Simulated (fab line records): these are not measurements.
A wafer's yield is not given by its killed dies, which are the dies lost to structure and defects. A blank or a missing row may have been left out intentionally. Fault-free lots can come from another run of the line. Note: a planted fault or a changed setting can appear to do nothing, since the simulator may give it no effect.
fab line records | flow sky130 | part 2 of 2: steps 42 to 42 of 42
record lots=6 wafers=18 last-day=50
route steps=708 shown SD_P@328 RES_XHIGH@332 SD_N@342 SALICIDE@361 LI_CONTACT@362 PAD_OPEN@708
lots that met no fault: taken from a fault-free run of the same line
start-h: hours from the record's first day to the start of the lot's first wafer shown | wait-h: how many hours have passed since the lot's step before this one | " repeats the value in the row above | L1.1+2: several wafers, shown together as one row | - either no value or no given start | * or withheld: withheld | < > ~ a bound
route shown NAME@n: NAME is a module with steps in the file, n the number in the route of the first one | usual: the fault-free wafers' mean and standard deviation | same: alike in all rows | chamber/n: place in a boat | sites: the reading at each site | _std_site: the standard deviation of these | _edge_site: mean of outer sites minus mean of inner sites | radius-mm: for every site, how far away it sits from the centre of the wafer | mask NAME#n: copy n | behind: the tool/chamber that last shaped the wafer | hold: what put the lot on hold/how long, in hours/how the hold closed | device: which transistor (n, p or np) failed to switch | end of line: the route-end tests of the same wafers | a step with no rows: only its recipe | killed: not the wafer's yield, but the dies lost to structure and defects at the first sort | map: a wafer's dies, x killed, . not, _ none there
set.NAME: the setting the step ran with; set.NAME@STEP: the setting that earlier step ran with | model.NAME: the simulator's own value behind a step, which no gauge read
lots at selected steps of the route; one table per step, one row per wafer
services: a tool's chamber out of use, with start hour (start-h, from the record's first day; less than 0 if before it), hours out, and reason
## steps
# step SKY_PAD_OPEN_PROBE_99
# usual killed_at_M0_to_M3=43/6.6 killed_at_M4_up=2.9/1.8 killed-at-contacts=25/5.3 killed-at-front-end=15/4.1 killed-at-other=0.3/0.6 killed-dies=86/8.8 killed-open=47/6.7 killed-short=39/6.2
# same gross-dies=492 killed-at-back-side=0
# columns lot.wafer tool chamber start-h wait-h killed_at_M0_to_M3 killed_at_M4_up killed-at-contacts killed-at-front-end killed-at-other killed-dies killed-open killed-short
L732.1 prober-02 - 1113.12 0.1 45 1 26 14 0 86 43 43
L732.3 prober-02 - 1113.22 0.2 42 0 29 12 0 83 50 32
L732.5 prober-02 - 1113.32 0.2 49 5 14 19 1 88 42 46
L736.2 prober-01 - 1136.19 0.1 39 4 34 11 0 88 46 42
L736.3 prober-01 - 1136.24 0.2 35 2 13 12 0 62 37 25
L736.5 prober-01 - 1136.34 0.2 59 1 35 10 1 106 60 46
L747.2 prober-02 - 1187.33 0.1 35 3 25 16 54 133 47 33
L747.3 prober-02 - 1187.38 0.2 48 3 23 19 45 138 49 45
L747.5 prober-02 - 1187.48 0.2 52 4 25 11 52 144 49 43
L748.2 prober-01 - 1199.14 0.1 34 0 31 9 54 128 39 35
L748.4 prober-01 - 1199.24 0.2 43 1 25 5 50 124 37 37
L748.5 prober-01 - 1199.29 0.2 42 2 25 19 55 143 53 35
L749.1 prober-02 - 1200.63 0.1 44 3 23 15 0 85 48 37
L749.3 prober-02 - 1200.73 0.2 43 0 26 20 0 89 54 35
L749.4 prober-02 - 1200.78 0.2 56 2 28 20 1 107 60 47
# killed by level:class
L732.1 CONTACT:geometric-particle:open=10 VIA2:geometric-particle:open=8 VIA1:geometric-particle:open=7 VIA1:geometric-particle:short=6 CONTACT:geometric-particle:short=5 FIELD_ISO:geometric-particle:short=4 METAL1:geometric-particle:short=4 LOCAL_INTERCONNECT:geometric-particle:short=4
L732.3 CONTACT:geometric-particle:open=16 VIA1:geometric-particle:open=13 METAL1:geometric-particle:short=6 VIA1:geometric-particle:short=5 VIA3:geometric-particle:open=5 FIELD_ISO:geometric-particle:short=4 LI_CONTACT:geometric-particle:open=4 LOCAL_INTERCONNECT:geometric-particle:short=4
L732.5 VIA1:geometric-particle:open=11 METAL2:geometric-particle:short=6 VIA2:geometric-particle:open=6 FIELD_ISO:geometric-particle:short=5 METAL1:geometric-particle:short=5 METAL3:geometric-particle:short=5 VIA3:geometric-particle:open=5 METAL4:geometric-particle:short=5
L736.2 CONTACT:geometric-particle:open=11 LI_CONTACT:geometric-particle:open=10 METAL2:geometric-particle:short=8 VIA1:geometric-particle:open=7 FIELD_ISO:geometric-particle:open=6 CONTACT:geometric-particle:short=6 VIA3:geometric-particle:open=5 METAL1:geometric-particle:short=5
L736.3 VIA3:geometric-particle:open=10 LI_CONTACT:geometric-particle:open=8 METAL2:geometric-particle:short=6 VIA1:geometric-particle:open=5 VIA1:geometric-particle:short=4 FIELD_ISO:geometric-particle:open=3 METAL1:geometric-particle:short=3 CONTACT:geometric-particle:open=2
L736.5 VIA3:geometric-particle:open=15 METAL2:geometric-particle:short=11 CONTACT:geometric-particle:open=11 LI_CONTACT:geometric-particle:open=10 VIA1:geometric-particle:open=9 CONTACT:geometric-particle:short=6 VIA1:geometric-particle:short=6 FIELD_ISO:geometric-particle:open=5
L747.2 RES_XHIGH:unspecified=53 CONTACT:geometric-particle:open=12 VIA3:geometric-particle:open=7 VIA1:geometric-particle:open=7 LI_CONTACT:geometric-particle:open=5 CONTACT:geometric-particle:short=5 POLY_GATE:geometric-particle:short=4 POLY_GATE:geometric-particle:open=4
L747.3 RES_XHIGH:unspecified=44 CONTACT:geometric-particle:open=9 VIA1:geometric-particle:open=9 FIELD_ISO:geometric-particle:short=8 FIELD_ISO:geometric-particle:open=6 VIA3:geometric-particle:short=6 LI_CONTACT:geometric-particle:open=6 VIA1:geometric-particle:short=6
L747.5 RES_XHIGH:unspecified=52 VIA2:geometric-particle:open=10 VIA1:geometric-particle:open=10 LI_CONTACT:geometric-particle:open=8 METAL2:geometric-particle:short=7 LOCAL_INTERCONNECT:geometric-particle:short=5 CONTACT:geometric-particle:short=5 VIA2:geometric-particle:short=5
L748.2 RES_XHIGH:unspecified=53 CONTACT:geometric-particle:open=9 LOCAL_INTERCONNECT:geometric-particle:short=7 VIA1:geometric-particle:open=7 VIA2:geometric-particle:open=7 LI_CONTACT:geometric-particle:open=5 CONTACT:geometric-particle:short=5 VIA1:geometric-particle:short=5
L748.4 RES_XHIGH:unspecified=49 VIA1:geometric-particle:open=10 METAL2:geometric-particle:short=9 CONTACT:geometric-particle:open=8 VIA1:geometric-particle:short=7 LI_CONTACT:geometric-particle:open=6 LOCAL_INTERCONNECT:geometric-particle:short=5 CONTACT:geometric-particle:short=5
L748.5 RES_XHIGH:unspecified=54 VIA1:geometric-particle:open=12 LI_CONTACT:geometric-particle:open=9 CONTACT:geometric-particle:open=8 VIA2:geometric-particle:open=8 POLY_GATE:geometric-particle:short=5 METAL1:geometric-particle:short=5 FIELD_ISO:geometric-particle:open=4
L749.1 VIA1:geometric-particle:open=12 VIA3:geometric-particle:open=10 CONTACT:geometric-particle:short=7 LOCAL_INTERCONNECT:geometric-particle:short=6 CONTACT:geometric-particle:open=6 FIELD_ISO:geometric-particle:open=4 LI_CONTACT:geometric-particle:open=4 VIA1:geometric-particle:short=4
L749.3 CONTACT:geometric-particle:open=12 METAL1:geometric-particle:short=11 VIA1:geometric-particle:open=8 POLY_GATE:geometric-particle:open=7 LI_CONTACT:geometric-particle:open=7 FIELD_ISO:geometric-particle:open=5 VIA3:geometric-particle:open=5 CONTACT:geometric-particle:short=4
L749.4 CONTACT:geometric-particle:open=14 VIA1:geometric-particle:open=12 METAL2:geometric-particle:short=11 VIA3:geometric-particle:open=10 VIA1:geometric-particle:short=7 METAL1:geometric-particle:short=7 LOCAL_INTERCONNECT:geometric-particle:short=6 FIELD_ISO:geometric-particle:open=5
# map L747.5 (x killed, . not)
__________.......x.._________
________x.x....xxx..xx_______
______.x...xx....x......_____
_____.x..............xxx.____
____...x..x......xx....x..___
___......x.......xx.......x__
__.....x.x.........x..x....._
_....x........x....x.x.......
_x....x....xx..x..........x..
_..........x..............xx.
_..x......xx.......x.........
_x.x..xx..x...xx..xxxx.....x.
_.x.x......x....xxx.x........
_.x.....x.x.x..........x.....
_.x...x.xx.xxx..xx...........
__x....xxxxxxxx...x..x......_
___...xxxxxxxxx.x..x.......__
____x.xxxxxxxxxx..........___
_____.xxxxxxxxx....x.....____
______.x.xxxxxxxx......._____
________.x.xxxxx..x..x_______
__________x.x..x.x.x_________
# map L748.5 (x killed, . not)
__________.x...x...._________
________..x.......xxx._______
______x.......x.....x..._____
_____.....x.....xx......x____
____.xx.x...x...x..x...xx.___
___.....x............x.....__
__..........x..............._
_x....x......x...xx.xx...x...
_x......x.....x.....x....x...
_.......x......xx.x......x...
_..x..............x....xx...x
_...x.x......x..x..........xx
_x..........x.x.x...x.....x..
_......x......xx.x.x....x...x
_...x..x.x...x..xxxxx.x......
__.....x......x.xxxxxx....x._
___.............xxxxxx.x...__
____.......x.xx.xxxxxxx...___
_____.x.x.x..xxxxxxxxxx..____
______x....x..xxxxxxxxx._____
________x...x.xxxxxxxx_______
__________..x.xxxxxx_________
## services
# columns tool chamber start-h hours kind
cmp-02 - 594.99 0.4 repair
plasma-asher-02 - 624.68 0.5 repair
plasma-asher-03 - 624.84 1.1 repair
plasma-asher-03 - 645.32 2.8 pm
cmp-02 - 659.04 2.1 repair
cmp-02 - 674.45 3.7 repair
cmp-02 - 684.36 0.3 repair
cmp-01 - 722.84 5.5 pm
cmp-02 - 728.62 5.1 repair
cmp-02 - 744.00 4.0 pm
cmp-02 - 748.00 - consumable-replace:conditioner
cmp-02 - 748.00 - consumable-replace:pad
plasma-asher-03 - 751.83 6.1 repair
cmp-02 - 754.48 8.9 pm
cmp-02 - 764.97 1.2 repair
rtp-anneal-01 - 769.46 3.8 pm
cmp-01 - 801.83 9.2 pm
## key
first-sign step=SKY_PAD_OPEN_PROBE_99 reading=killed-at-other direction=up sigmas=51 usual=0.3 struck=51.7
effect step=SKY_PAD_OPEN_PROBE_99 reading=killed-dies direction=up sigmas=5.6 usual=86 struck=135
met-at SKY_RES_XHIGH_STRIP_08
struck-wafers L747.2,L747.3,L747.5,L748.2,L748.4,L748.5
tester-left-out L747,L748
onset-between 641.13 779.43
also-fits SKY_SD_N_STRIP_11:plasma-asher-02
fault kind=chamber-particle-source tool=plasma-asher-03 chamber=- onset-h=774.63 steps=SKY_RES_XHIGH_STRIP_08 rate-per-visit-cm2=0.80875 end-h=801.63
# tester-left-out: of these lots the tester's yield and bins aren't shown, on N5 and GAA mostly nor the transistor test; their killed dies are dies lost to structure and defects alone, not to doping, threshold or leakage, so they don't give the yield
